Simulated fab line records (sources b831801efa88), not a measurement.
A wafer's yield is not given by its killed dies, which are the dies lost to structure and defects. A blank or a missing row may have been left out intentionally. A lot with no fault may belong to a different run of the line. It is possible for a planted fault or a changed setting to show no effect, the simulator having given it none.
The tool behind it: which one? :: flow gf180mcu :: 12 lots, 36 wafers sampled, at 5 steps of a route of 602

== WHAT THE GAUGES READ, wafer by wafer ==
GF_DUAL_GATE_THK_MEAS_03. Usual: DUAL_GATE_OXIDATION_00_THK gives 10.9 nm (standard deviation 0.31).
lot: L669
measured: day 7 16:31
on: film-metro-03
DUAL_GATE_OXIDATION_00_THK (nm): 11.1 11.2 11.3
flag: 

lot: L672
measured: day 8 11:26
on: film-metro-02
DUAL_GATE_OXIDATION_00_THK (nm): 11.4 11.6 11.4
flag: 

lot: L673
measured: day 8 19:37
on: film-metro-03
DUAL_GATE_OXIDATION_00_THK (nm): 11.1 11.0 11.1
flag: 

lot: L674
measured: day 9 02:44
on: film-metro-02
DUAL_GATE_OXIDATION_00_THK (nm): 10.5 10.7 10.7
flag: 

lot: L676
measured: day 9 15:58
on: film-metro-02
DUAL_GATE_OXIDATION_00_THK (nm): 11.0 10.9 11.0
flag: 

lot: L677
measured: day 9 22:34
on: film-metro-02
DUAL_GATE_OXIDATION_00_THK (nm): 11.2 11.1 11.3
flag: 

lot: L679
measured: day 10 14:08
on: film-metro-03
DUAL_GATE_OXIDATION_00_THK (nm): 11.0 11.2 10.9
flag: 

lot: L681
measured: day 11 01:43
on: film-metro-01
DUAL_GATE_OXIDATION_00_THK (nm): 11.4 11.3 11.2
flag: 

lot: L682
measured: day 11 05:27
on: film-metro-03
DUAL_GATE_OXIDATION_00_THK (nm): 10.5 10.6 10.6
flag: 

lot: L683
measured: day 11 14:24
on: film-metro-02
DUAL_GATE_OXIDATION_00_THK (nm): 10.8 10.9 10.7
flag: 

lot: L691
measured: day 13 20:25
on: film-metro-02
DUAL_GATE_OXIDATION_00_THK (nm): 10.2 10.3 10.2
flag: 

lot: L692
measured: day 14 09:29
on: film-metro-03
DUAL_GATE_OXIDATION_00_THK (nm): 10.6 10.6 10.7
flag: 

GF_HV_LDD_CD_MEAS_31 targets a cd of 400 nm. Usual: cd-nm reads 399.2 nm (standard deviation 2.6).
lot: L669
measured: day 11 14:01
on: cd-sem-01
cd-nm (nm): 396.0 395.4 397.4
flag: 

lot: L672
measured: day 12 11:04
on: cd-sem-02
cd-nm (nm): 398.3 398.8 397.9
flag: 

lot: L673
measured: day 12 19:33
on: cd-sem-02
cd-nm (nm): 401.2 396.6 398.4
flag: 

lot: L674
measured: day 13 05:04
on: cd-sem-01
cd-nm (nm): 401.2 400.8 400.3
flag: 

lot: L676
measured: day 13 22:44
on: cd-sem-02
cd-nm (nm): 400.6 400.2 397.8
flag: 

lot: L677
measured: day 14 02:06
on: cd-sem-01
cd-nm (nm): 399.9 400.1 397.2
flag: 

lot: L679
measured: day 14 22:38
on: cd-sem-02
cd-nm (nm): 396.6 395.4 398.0
flag: 

lot: L681
measured: day 15 11:41
on: cd-sem-02
cd-nm (nm): 399.0 400.2 397.2
flag: 

lot: L682
measured: day 15 15:04
on: cd-sem-01
cd-nm (nm): 400.4 400.7 398.8
flag: 

lot: L683
measured: day 16 02:19
on: cd-sem-02
cd-nm (nm): 404.5 404.1 405.0
flag: 

lot: L691
measured: day 18 16:13
on: cd-sem-02
cd-nm (nm): 439.6 439.7 436.1
flag: OFF

lot: L692
measured: day 19 08:46
on: cd-sem-01
cd-nm (nm): 439.2 437.7 437.0
flag: OFF

== WHAT TOOL EACH LOT RAN ON (gives the tool, then ch and the chambers of the sampled wafers, and finally the start) ==
lot: L669
GF_DUAL_GATE_SOFTBAKE_07: litho-track-03 ch 0, day 8 00:12
GF_DUAL_GATE_STRIP_13: plasma-asher-01 ch 0,1, day 8 08:20
GF_HV_LDD_EXPOSE_28: iline-stepper-01 ch 0, day 11 04:44

lot: L672
GF_DUAL_GATE_SOFTBAKE_07: litho-track-03 ch 0, day 8 19:22
GF_DUAL_GATE_STRIP_13: plasma-asher-03 ch 0,1, day 9 04:10
GF_HV_LDD_EXPOSE_28: iline-stepper-01 ch 0, day 12 01:59

lot: L673
GF_DUAL_GATE_SOFTBAKE_07: litho-track-03 ch 0, day 9 04:15
GF_DUAL_GATE_STRIP_13: plasma-asher-04 ch 0,1, day 9 12:52
GF_HV_LDD_EXPOSE_28: iline-stepper-02 ch 0, day 12 10:31

lot: L674
GF_DUAL_GATE_SOFTBAKE_07: litho-track-04 ch 0, day 9 11:02
GF_DUAL_GATE_STRIP_13: plasma-asher-03 ch 0,1, day 9 20:19
GF_HV_LDD_EXPOSE_28: iline-stepper-01 ch 0, day 12 18:58

lot: L676
GF_DUAL_GATE_SOFTBAKE_07: litho-track-01 ch 0, day 10 00:38
GF_DUAL_GATE_STRIP_13: plasma-asher-01 ch 0,1, day 10 09:41
GF_HV_LDD_EXPOSE_28: iline-stepper-01 ch 0, day 13 12:35

lot: L677
GF_DUAL_GATE_SOFTBAKE_07: litho-track-01 ch 0, day 10 06:57
GF_DUAL_GATE_STRIP_13: plasma-asher-01 ch 0,1, day 10 16:31
GF_HV_LDD_EXPOSE_28: iline-stepper-02 ch 0, day 13 16:05

lot: L679
GF_DUAL_GATE_SOFTBAKE_07: litho-track-04 ch 0, day 10 22:56
GF_DUAL_GATE_STRIP_13: plasma-asher-04 ch 0,1, day 11 08:16
GF_HV_LDD_EXPOSE_28: iline-stepper-01 ch 0, day 14 12:09

lot: L681
GF_DUAL_GATE_SOFTBAKE_07: litho-track-01 ch 0, day 11 11:15
GF_DUAL_GATE_STRIP_13: plasma-asher-01 ch 0,1, day 11 19:59
GF_HV_LDD_EXPOSE_28: iline-stepper-01 ch 0, day 15 01:22

lot: L682
GF_DUAL_GATE_SOFTBAKE_07: litho-track-03 ch 0, day 11 14:40
GF_DUAL_GATE_STRIP_13: plasma-asher-03 ch 0,1, day 11 23:49
GF_HV_LDD_EXPOSE_28: iline-stepper-01 ch 0, day 15 04:22

lot: L683
GF_DUAL_GATE_SOFTBAKE_07: litho-track-04 ch 0, day 11 23:12
GF_DUAL_GATE_STRIP_13: plasma-asher-03 ch 0,1, day 12 09:15
GF_HV_LDD_EXPOSE_28: iline-stepper-02 ch 0, day 15 15:05

lot: L691
GF_DUAL_GATE_SOFTBAKE_07: litho-track-04 ch 0, day 14 06:45
GF_DUAL_GATE_STRIP_13: plasma-asher-04 ch 0,1, day 14 16:54
GF_HV_LDD_EXPOSE_28: iline-stepper-02 ch 0, day 18 04:23

lot: L692
GF_DUAL_GATE_SOFTBAKE_07: litho-track-03 ch 0, day 14 19:43
GF_DUAL_GATE_STRIP_13: plasma-asher-04 ch 0,1, day 15 06:29
GF_HV_LDD_EXPOSE_28: iline-stepper-02 ch 0, day 18 20:49
- GF_DUAL_GATE_SOFTBAKE_07: time 61.56 s.
- GF_DUAL_GATE_STRIP_13: strips in O2/N2.
- GF_HV_LDD_EXPOSE_28: exposes mask Nplus HV AREA, target cd 400 nm.

== WHAT THE TOOLS THEMSELVES READ (means of the sampled wafers that have a number; where no wafer has one, the mark that the record gives instead) ==
GF_DUAL_GATE_SOFTBAKE_07. Usual: exhaust-pa 45.1 Pa, standard deviation 0.89; plate-sensor-t-centre-C 90.758 C, standard deviation 0.01; plate-sensor-t-edge-C 90.829 C, standard deviation 0.01.
lot: L669
tool: litho-track-03
exhaust-pa (Pa): 46.3
plate-sensor-t-centre-C (C): 90.756
plate-sensor-t-edge-C (C): 90.832
flag: 

lot: L672
tool: litho-track-03
exhaust-pa (Pa): 45.5
plate-sensor-t-centre-C (C): 90.763
plate-sensor-t-edge-C (C): 90.826
flag: 

lot: L673
tool: litho-track-03
exhaust-pa (Pa): 45.4
plate-sensor-t-centre-C (C): 90.759
plate-sensor-t-edge-C (C): 90.831
flag: 

lot: L674
tool: litho-track-04
exhaust-pa (Pa): 45.2
plate-sensor-t-centre-C (C): 90.761
plate-sensor-t-edge-C (C): 90.819
flag: 

lot: L676
tool: litho-track-01
exhaust-pa (Pa): 45.8
plate-sensor-t-centre-C (C): 90.760
plate-sensor-t-edge-C (C): 90.811
flag: 

lot: L677
tool: litho-track-01
exhaust-pa (Pa): 45.6
plate-sensor-t-centre-C (C): 90.751
plate-sensor-t-edge-C (C): 90.831
flag: 

lot: L679
tool: litho-track-04
exhaust-pa (Pa): 44.8
plate-sensor-t-centre-C (C): 90.763
plate-sensor-t-edge-C (C): 90.826
flag: 

lot: L681
tool: litho-track-01
exhaust-pa (Pa): 44.6
plate-sensor-t-centre-C (C): 90.769
plate-sensor-t-edge-C (C): 90.824
flag: 

lot: L682
tool: litho-track-03
exhaust-pa (Pa): 45.3
plate-sensor-t-centre-C (C): 90.750
plate-sensor-t-edge-C (C): 90.821
flag: 

lot: L683
tool: litho-track-04
exhaust-pa (Pa): 45.0
plate-sensor-t-centre-C (C): 90.755
plate-sensor-t-edge-C (C): 90.831
flag: 

lot: L691
tool: litho-track-04
exhaust-pa (Pa): 45.3
plate-sensor-t-centre-C (C): 90.752
plate-sensor-t-edge-C (C): 90.831
flag: 

lot: L692
tool: litho-track-03
exhaust-pa (Pa): 44.9
plate-sensor-t-centre-C (C): 90.759
plate-sensor-t-edge-C (C): 90.826
flag: 

GF_DUAL_GATE_STRIP_13. Usual: drypump-motor-current-A 5.9 A, standard deviation 0.45; heater-power-w 296 W, standard deviation 18; oes-product-au 0.716 a.u., standard deviation 0.0042; platen-temp-c 249.99 C, standard deviation 0.17; strip-time-to-endpoint-s 12.63 s, standard deviation 0.036.
lot: L669
tool: plasma-asher-01
drypump-motor-current-A (A): 6.1
heater-power-w (W): 306
oes-product-au (a.u.): 0.720
platen-temp-c (C): 249.90
strip-time-to-endpoint-s (s): 12.66
flag: 

lot: L672
tool: plasma-asher-03
drypump-motor-current-A (A): 6.3
heater-power-w (W): 287
oes-product-au (a.u.): 0.719
platen-temp-c (C): 249.89
strip-time-to-endpoint-s (s): 12.69
flag: 

lot: L673
tool: plasma-asher-04
drypump-motor-current-A (A): 5.2
heater-power-w (W): 285
oes-product-au (a.u.): 0.719
platen-temp-c (C): 249.95
strip-time-to-endpoint-s (s): 12.63
flag: 

lot: L674
tool: plasma-asher-03
drypump-motor-current-A (A): 6.2
heater-power-w (W): 292
oes-product-au (a.u.): 0.718
platen-temp-c (C): 250.13
strip-time-to-endpoint-s (s): 12.69
flag: 

lot: L676
tool: plasma-asher-01
drypump-motor-current-A (A): 6.1
heater-power-w (W): 321
oes-product-au (a.u.): 0.713
platen-temp-c (C): 249.97
strip-time-to-endpoint-s (s): 12.57
flag: 

lot: L677
tool: plasma-asher-01
drypump-motor-current-A (A): 6.1
heater-power-w (W): 305
oes-product-au (a.u.): 0.717
platen-temp-c (C): 250.02
strip-time-to-endpoint-s (s): 12.62
flag: 

lot: L679
tool: plasma-asher-04
drypump-motor-current-A (A): 5.5
heater-power-w (W): 300
oes-product-au (a.u.): 0.712
platen-temp-c (C): 249.89
strip-time-to-endpoint-s (s): 12.56
flag: 

lot: L681
tool: plasma-asher-01
drypump-motor-current-A (A): 6.1
heater-power-w (W): 318
oes-product-au (a.u.): 0.712
platen-temp-c (C): 250.01
strip-time-to-endpoint-s (s): 12.59
flag: 

lot: L682
tool: plasma-asher-03
drypump-motor-current-A (A): 6.1
heater-power-w (W): 290
oes-product-au (a.u.): 0.714
platen-temp-c (C): 250.05
strip-time-to-endpoint-s (s): 12.67
flag: 

lot: L683
tool: plasma-asher-03
drypump-motor-current-A (A): 6.3
heater-power-w (W): 281
oes-product-au (a.u.): 0.715
platen-temp-c (C): 249.86
strip-time-to-endpoint-s (s): 12.57
flag: 

lot: L691
tool: plasma-asher-04
drypump-motor-current-A (A): 5.2
heater-power-w (W): 291
oes-product-au (a.u.): 0.715
platen-temp-c (C): 250.06
strip-time-to-endpoint-s (s): 12.63
flag: 

lot: L692
tool: plasma-asher-04
drypump-motor-current-A (A): 5.5
heater-power-w (W): 299
oes-product-au (a.u.): 0.714
platen-temp-c (C): 249.77
strip-time-to-endpoint-s (s): 12.64
flag: 

GF_HV_LDD_EXPOSE_28. Usual: exposure-dose-mJ-cm2 reads 139.99 (standard deviation 0.17).
lot: L669
tool: iline-stepper-01
exposure-dose-mJ-cm2: 139.75
flag: 

lot: L672
tool: iline-stepper-01
exposure-dose-mJ-cm2: 139.85
flag: 

lot: L673
tool: iline-stepper-02
exposure-dose-mJ-cm2: 140.08
flag: 

lot: L674
tool: iline-stepper-01
exposure-dose-mJ-cm2: 140.06
flag: 

lot: L676
tool: iline-stepper-01
exposure-dose-mJ-cm2: 139.99
flag: 

lot: L677
tool: iline-stepper-02
exposure-dose-mJ-cm2: 140.00
flag: 

lot: L679
tool: iline-stepper-01
exposure-dose-mJ-cm2: 140.06
flag: 

lot: L681
tool: iline-stepper-01
exposure-dose-mJ-cm2: 139.87
flag: 

lot: L682
tool: iline-stepper-01
exposure-dose-mJ-cm2: 140.10
flag: 

lot: L683
tool: iline-stepper-02
exposure-dose-mJ-cm2: 139.73
flag: 

lot: L691
tool: iline-stepper-02
exposure-dose-mJ-cm2: 158.66
flag: OFF

lot: L692
tool: iline-stepper-02
exposure-dose-mJ-cm2: 158.92
flag: OFF

== THE ANSWER, worked out from the rows above alone ==
Rule: lot off if the mean of its wafers having a number is beyond 3 standard deviations from the usual mean. Also off: a lot with no number at a reading for which 4 or more lots have one. Any other lot the step has rows for is counted as sound. After the gauges, taken in route order, come the tools' own readings; for these a lot's mean is taken, as printed above. The first step at which some lot is off is used, and at that step the reading that is off furthest; a lot without a number counts as furthest.
Off at GF_HV_LDD_CD_MEAS_31 (cd-nm): L691, L692.
If a tool, at a process step before that reading, ran all the lots that are off and no sound lot after the first of them, it fits. Not tried: the gauges at GF_HV_LDD_CD_MEAS_31; whatever is off there is also off at GF_HV_LDD_EXPOSE_28, on other tools, and gauge error can't account for it. Undecided on this evidence; 2 tools fit (plasma-asher-04 at GF_DUAL_GATE_STRIP_13, iline-stepper-02 at GF_HV_LDD_EXPOSE_28).

== WHAT THE SIMULATOR HAD INSERTED ==
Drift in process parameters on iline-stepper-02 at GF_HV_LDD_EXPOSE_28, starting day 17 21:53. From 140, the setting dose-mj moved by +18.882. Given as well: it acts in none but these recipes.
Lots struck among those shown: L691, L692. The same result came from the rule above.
